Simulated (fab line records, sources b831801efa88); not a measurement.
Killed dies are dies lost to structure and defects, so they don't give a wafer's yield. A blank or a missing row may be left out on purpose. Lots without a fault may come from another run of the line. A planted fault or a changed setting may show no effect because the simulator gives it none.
fab line records | flow sfq_line
record lots=6 wafers=17 last_day=90
route steps=325 shown L0@12 L0V@16
lots that met no fault: from a run of the same line without faults
start_h: hours from the record's first day to the start of the lot's first wafer shown | wait_h: hours since the lot's step before | " the same as in the row above | L1.1+2: a row that stands for several wafers | - no value, or no start given | * or withheld: withheld | < > ~ a bound
route shown NAME@n: a module of which the file shows steps, and the number in the route of the first | usual: mean/standard deviation of fault-free wafers | same: alike in all rows | chamber/n: place in a boat | sites: the reading at each site | _std_site: their standard deviation | _edge_site: outer sites' mean less inner sites' | radius_mm: how far each site lies from the wafer's centre | mask NAME#n: copy n | behind: the tool/chamber that last shaped the wafer | hold: why the lot was held/for how many hours/how that ended | device: the transistor (n, p or np) that didn't switch | end of line: the same wafers' tests at the end of the route | a step without rows: its recipe alone | killed: dies lost to structure and defects at the first sort, not the wafer's yield | map: a wafer's dies, x killed, . not, _ none there
set.NAME: the setting as run; set.NAME@STEP: as run at that earlier step | model.NAME: the simulator's own value behind a step, which no gauge read
lots at some steps of the route; a table a step, a row a wafer
services: from which hour (start_h, from the record's first day; less than 0 if before it) a tool's chamber was out of use, for how many hours, and why
## steps
# step SFQ_TRILAYER_L0_BARC_OPEN_METAL_ETCH_010
# recipe mask_material=PR chemistry=O2 target_depth_nm=125 target=BARC icp_w=600 bias_w=80 pressure_mtorr=10 time_s=41.7
# usual drypump_motor_current_A=5.5/0.57 he_backside_leak_sccm=3.45/0.21 oes_product_au=0.685/0.0045
# columns lot.wafer tool chamber start_h wait_h drypump_motor_current_A he_backside_leak_sccm oes_product_au rf_hours_counter_h
L498.1 rie_metal-02 1 85.27 0.1 5.7 3.34 0.681 83
L498.5 " 1 " " 5.7 3.18 0.679 -
L498.6 " 0 " " 5.0 3.42 0.693 -
L503.1 rie_metal-02 1 110.47 0.1 5.8 3.52 0.680 86
L503.3 " 0 " " 5.0 3.37 0.676 -
L503.6 " 0 " " 5.0 3.45 0.682 -
L509.1 rie_metal-03 1 144.32 0.1 5.3 3.60 0.692 98
L509.2 " 0 " " 5.1 3.91 0.683 117
L509.4 " 1 " " 5.2 4.54 0.687 -
L513.2 rie_metal-03 0 173.07 0.1 5.1 3.87 0.687 122
L513.4 " 1 " " 5.2 3.43 0.687 -
L518.2 rie_metal-03 0 209.85 0.1 5.1 3.77 0.686 129
L518.3 " 1 " " 5.2 3.57 0.688 -
L518.5 " 1 " " 5.3 3.51 0.684 -
L519.3 rie_metal-03 1 215.87 0.1 5.2 3.36 0.677 -
L519.4 " 0 " " 5.1 3.49 0.682 -
L519.5 " 1 " " 5.2 3.31 0.689 -
# step SFQ_TRILAYER_L0_ETCH_METAL_ETCH_008
# recipe target=MoNx_KI stop_on=SiO2 mask_material=PR chemistry=SF6/O2 target_depth_nm=50 icp_w=600 bias_w=80 pressure_mtorr=10 time_s=25
# usual drypump_motor_current_A=5.5/0.57 he_backside_leak_sccm=3.5/0.41 oes_product_au=0.874/0.0074
# columns lot.wafer tool chamber start_h wait_h drypump_motor_current_A he_backside_leak_sccm oes_product_au rf_hours_counter_h
L498.1 rie_metal-02 1 85.33 0.0 5.7 3.5 0.871 83
L498.5 " 1 " " 5.8 3.5 0.883 -
L498.6 " 0 " " 5.1 3.5 0.872 -
L503.1 rie_metal-02 1 110.53 0.0 5.8 3.3 0.869 86
L503.3 " 0 " " 5.0 3.4 0.879 -
L503.6 " 0 " " 5.0 3.4 0.876 -
L509.1 rie_metal-03 1 144.38 0.0 5.2 3.5 0.880 98
L509.2 " 0 " " 5.1 3.3 0.870 117
L509.4 " 1 " " 5.2 3.5 0.876 -
L513.2 rie_metal-03 0 173.13 0.0 5.1 3.6 0.876 122
L513.4 " 1 " " 5.3 3.6 0.856 -
L518.2 rie_metal-03 0 209.91 0.0 5.1 3.6 0.882 129
L518.3 " 1 " " 5.2 3.5 0.872 -
L518.5 " 1 " " 5.2 3.4 0.876 -
L519.3 rie_metal-03 1 215.92 0.0 5.3 3.1 0.871 -
L519.4 " 0 " " 5.1 3.9 0.876 -
L519.5 " 1 " " 5.3 3.3 0.870 -
# step SFQ_TRILAYER_L0_STRIP_STRIP_009
# recipe gas=O2 power_w=200 platen_temp_c=40 overash_fraction=0.65 chemistry=O2 pressure_mtorr=50
# usual drypump_motor_current_A=5.5/0.57 he_backside_leak_sccm=3.5/0.36 oes_product_au=0.998/0.0092 platen_temp_c=40.01/0.11
# columns lot.wafer tool chamber start_h wait_h drypump_motor_current_A he_backside_leak_sccm oes_product_au platen_temp_c rf_hours_counter_h
L498.1 rie_metal-02 1 85.38 0.0 5.7 3.4 0.997 40.13 83
L498.5 " 1 " " 5.7 3.3 1.001 39.98 -
L498.6 " 0 " " 5.0 3.5 0.987 40.13 -
L503.1 rie_metal-02 1 110.58 0.0 5.7 3.5 0.988 40.13 87
L503.3 " 0 " " 5.0 3.5 0.999 40.12 -
L503.6 " 0 " " 5.0 3.5 0.997 40.01 -
L509.1 rie_metal-03 1 144.42 0.0 5.2 3.6 0.999 40.02 98
L509.2 " 0 " " 5.1 3.9 0.999 40.23 117
L509.4 " 1 " " 5.2 3.6 1.007 40.15 -
L513.2 rie_metal-03 0 173.18 0.0 5.1 3.4 1.002 39.95 122
L513.4 " 1 " " 5.2 3.7 0.998 39.99 -
L518.2 rie_metal-03 0 209.95 0.0 5.1 3.5 0.999 40.04 129
L518.3 " 1 " " 5.3 3.4 0.993 40.26 -
L518.5 " 1 " " 5.3 3.5 1.002 40.00 -
L519.3 rie_metal-03 1 216.15 0.2 5.3 3.3 0.991 40.02 -
L519.4 " 0 " " 5.1 3.8 0.993 39.93 -
L519.5 " 1 " " 5.3 3.4 1.006 39.79 -
# step SFQ_TRILAYER_L0_STRIP_SOLV_CLEAN_010
# recipe chemistry=NMP temp_c=70 time_s=600
# step SFQ_TRILAYER_L0_CAP_PECVD_011
# recipe material=SiO2 temp_c=150 time_s=13.333 pressure_torr=2.4 rf_w=183.3 precursor=SiH4/N2O target_thk_nm=60
# usual heater_power_w=89/9.3 throttle_valve_pct=24.7/1.2
# columns lot.wafer tool chamber start_h wait_h heater_power_w since_wet_clean_h throttle_valve_pct
L498.1 pecvd-02 2 86.16 0.0 83 1000 23.6
L498.5 " 0 " " 99 - 24.2
L498.6 " 1 " " 98 - 25.5
L503.1 pecvd-04 0 111.36 0.0 83 273 24.3
L503.3 " 1 " " 77 273 23.2
L503.6 " 0 " " 85 - 24.5
L509.1 pecvd-03 2 145.20 0.0 72 1429 24.8
L509.2 " 0 " " 98 1429 26.1
L509.4 " 1 " " 92 - 27.2
L513.2 pecvd-02 1 173.95 0.0 87 1088 25.6
L513.4 " 2 " " 77 - 23.9
L518.2 pecvd-02 0 210.73 0.0 100 1125 24.0
L518.3 " 2 " " 84 1125 23.7
L518.5 " 2 " " 85 - 23.5
L519.3 pecvd-03 2 216.73 0.0 77 8 22.4
L519.4 " 0 " " 113 - 22.7
L519.5 " 1 " " 96 - 24.3
# step SFQ_TRILAYER_L0_VIA_LITHO_COAT_018
# recipe resist=BARC spin_rpm=3000 resist_thk_nm=62
# step SFQ_TRILAYER_L0_VIA_LITHO_COAT_013
# recipe resist=KrF spin_rpm=3000 resist_thk_nm=650
# step SFQ_TRILAYER_L0_VIA_LITHO_SOFTBAKE_017
# recipe temp_c=withheld time_s=withheld resist=KrF
# step SFQ_TRILAYER_L0_VIA_LITHO_EXPOSE_014
# recipe mask_id=L0V na=0.6 source_shape=conventional sigma_outer=0.65 target_cd_nm=700 dose_mj=21.3
# step SFQ_TRILAYER_L0_VIA_LITHO_PEB_016
# recipe peb_temp_c=115 peb_time_s=60 resist=KrF
# step SFQ_TRILAYER_L0_VIA_LITHO_DEVELOP_015
# recipe time_s=60 resist=KrF
# step SFQ_L0V_OVL_MEAS_903
# usual L0V_OVL=1/6.4
# columns lot.wafer tool chamber start_h wait_h L0V_OVL[nm]
L498.1 overlay-01 - 170.67 0.1 -7
L498.5 " - " " -2
L498.6 " - " " -2
L503.1 overlay-02 - 208.65 0.1 3
L503.3 " - " " -2
L503.6 " - " " 2
L509.1 overlay-02 - 242.89 0.1 8
L509.2 " - " " 9
L509.4 " - " " 12
L513.2 overlay-01 - 272.90 0.1 -7
L513.4 " - " " -1
L518.2 overlay-01 - 320.30 0.1 4
L518.3 " - " " -3
L518.5 " - " " 4
L519.3 overlay-02 - 327.51 0.1 1
L519.4 " - " " -4
L519.5 " - " " -6
# step SFQ_TRILAYER_L0_VIA_BARC_OPEN_VIA_ETCH_021
# recipe mask_material=PR chemistry=O2 target_depth_nm=125 target=BARC source_w=500 bias_w=80 pressure_mtorr=30 time_s=41.7
# usual drypump_motor_current_A=5.7/0.36 oes_product_au=0.685/0.0047
# columns lot.wafer tool chamber start_h wait_h drypump_motor_current_A oes_product_au rf_hours_counter_h model.KrF_of_TRILAYER_L0_VIA_LITHO_COAT_013.thk_nm
L498.1 rie_diel-03 0 170.71 0.0 5.3 0.686 5 572
L498.5 " 0 " " 5.3 0.683 - 575.1
L498.6 " 3 " " 5.3 0.687 - 574.8
L503.1 rie_diel-02 0 208.68 0.0 5.5 0.685 4 574.4
L503.3 " 3 " " 5.8 0.691 8 574.1
L503.6 " 1 " " 4.9 0.689 - 572.6
L509.1 rie_diel-02 1 242.93 0.0 4.9 0.686 3 575.1
L509.2 " 2 " " 5.9 0.684 6 575.5
L509.4 " 0 " " 5.5 0.681 4 578.3
L513.2 rie_diel-02 1 272.93 0.0 4.9 0.679 4 576.1
L513.4 " 0 " " 5.5 0.694 5 580.2
L518.2 rie_diel-03 1 320.33 0.0 5.7 0.685 8 572.2
L518.3 " 3 " " 5.3 0.673 4 569.4
L518.5 " 2 " " 6.2 0.690 - 570.1
L519.3 rie_diel-04 3 327.53 0.0 6.3 0.692 1 571.9
L519.4 " 3 " " 6.3 0.691 - 573.2
L519.5 " 2 " " 5.9 0.681 - 574.9
# step SFQ_TRILAYER_L0_VIA_ETCH_VIA_ETCH_016
# recipe target=SiO2 stop_on=MoNx_KI mask_material=PR chemistry=CHF3 target_depth_nm=80 source_w=500 bias_w=80 pressure_mtorr=30 time_s=withheld
# usual drypump_motor_current_A=5.7/0.36 oes_product_au=0.842/0.0078
# columns lot.wafer tool chamber start_h wait_h drypump_motor_current_A oes_product_au model.KrF_of_TRILAYER_L0_VIA_LITHO_COAT_013.thk_nm
L498.1 rie_diel-03 0 170.75 0.0 5.3 0.851 557.7
L498.5 " 0 " " 5.3 0.844 560.8
L498.6 " 3 " " 5.3 0.849 561
L503.1 rie_diel-02 0 208.72 0.0 5.5 0.839 560.2
L503.3 " 3 " " 5.7 0.860 560.2
L503.6 " 1 " " 4.9 0.842 558.9
L509.1 rie_diel-02 1 242.97 0.0 4.9 0.833 561.4
L509.2 " 2 " " 5.8 0.840 561.8
L509.4 " 0 " " 5.5 0.845 564.1
L513.2 rie_diel-02 1 272.97 0.0 4.9 0.828 562.5
L513.4 " 0 " " 5.5 0.841 566.2
L518.2 rie_diel-03 1 320.37 0.0 5.7 0.835 558.5
L518.3 " 3 " " 5.3 0.834 555.4
L518.5 " 2 " " 6.2 0.835 556.4
L519.3 rie_diel-04 3 327.57 0.0 6.2 0.834 558.2
L519.4 " 3 " " 6.3 0.848 559.6
L519.5 " 2 " " 6.0 0.849 561.4
# step SFQ_TRILAYER_L0_VIA_STRIP_STRIP_017
# recipe gas=O2 power_w=200 platen_temp_c=40 overash_fraction=0.65 chemistry=O2 pressure_mtorr=50
# usual drypump_motor_current_A=5.6/0.59 he_backside_leak_sccm=3.52/0.23 oes_product_au=1.001/0.0083 platen_temp_c=40.01/0.11
# columns lot.wafer tool chamber start_h wait_h drypump_motor_current_A he_backside_leak_sccm oes_product_au platen_temp_c rf_hours_counter_h
L498.1 rie_metal-03 0 170.80 - 5.1 3.40 0.998 40.00 122
L498.5 " 1 " " 5.2 3.66 0.999 40.05 -
L498.6 " 0 " " 5.1 3.52 0.996 39.80 -
L503.1 rie_metal-01 0 208.77 - 5.1 3.42 1.001 40.04 132
L503.3 " 0 " " 5.1 3.37 1.006 40.04 -
L503.6 " 0 " " 5.1 3.47 0.999 40.02 -
L509.1 rie_metal-01 1 243.01 - 6.7 3.24 0.986 39.96 105
L509.2 " 0 " " 5.1 3.51 1.002 40.06 138
L509.4 " 1 " " 6.6 3.15 0.986 40.19 -
L513.2 rie_metal-03 0 273.01 - 5.1 3.90 1.001 39.99 138
L513.4 " 0 " " 5.1 3.65 0.997 40.13 -
L518.2 rie_metal-01 1 320.42 - 6.6 3.22 0.993 40.08 115
L518.3 " 1 " " 6.6 3.30 0.996 40.18 -
L518.5 " 0 " " 5.1 3.58 1.012 40.13 -
L519.3 rie_metal-01 1 327.82 - 6.6 3.32 0.987 39.78 -
L519.4 " 0 " " 5.1 3.54 1.012 39.94 -
L519.5 " 1 " " 6.7 3.39 1.001 39.76 -
## services
# columns tool chamber start_h hours kind
rie_diel-03 1 71.89 1.5 repair
rie_metal-02 1 72.24 3.4 repair
rie_diel-02 - 89.11 4.5 repair
rie_diel-02 - 93.11 1.1 repair
rie_metal-01 - 95.75 2.5 repair
rie_diel-04 2 109.33 10.8 repair
rie_metal-01 - 113.85 4.7 repair
rie_diel-03 2 135.97 4.2 repair
rie_diel-02 - 147.82 0.1 repair
rie_diel-02 - 150.88 15.6 pm
rie_diel-04 - 166.57 1.9 repair
rie_diel-02 3 168.07 21.1 repair
rie_diel-03 2 172.47 10.4 repair
rie_diel-04 3 173.94 3.7 repair
rie_diel-02 - 180.63 0.2 repair
rie_diel-03 3 186.78 9.6 repair
rie_diel-02 1 187.09 4.8 repair
pecvd-03 - 194.25 14.0 pm
rie_diel-04 1 211.33 4.6 repair
rie_diel-03 3 236.02 2.0 repair
pecvd-03 0 250.31 2.3 repair
rie_diel-03 3 261.07 8.6 repair
rie_diel-02 - 263.63 2.2 repair
rie_diel-02 - 292.79 0.3 repair
## key
first_sign none at tools or gauges
model_effect step=SFQ_TRILAYER_L0_VIA_BARC_OPEN_VIA_ETCH_021 value=KrF_of_TRILAYER_L0_VIA_LITHO_COAT_013.thk_nm without=571.7 struck=579.3
model_effect step=SFQ_TRILAYER_L0_VIA_ETCH_VIA_ETCH_016 value=KrF_of_TRILAYER_L0_VIA_LITHO_COAT_013.thk_nm without=557.6 struck=565.1
met_at SFQ_TRILAYER_L0_VIA_BARC_OPEN_VIA_ETCH_021
struck_wafers L509.4,L513.4
onset_between 208.68 242.93
fault kind=process_parameter_drift tool=rie_diel-02 chamber=0 onset_h=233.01 steps=SFQ_TRILAYER_L0_VIA_BARC_OPEN_VIA_ETCH_021 channel=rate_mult offset=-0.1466 shape=step end_h=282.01
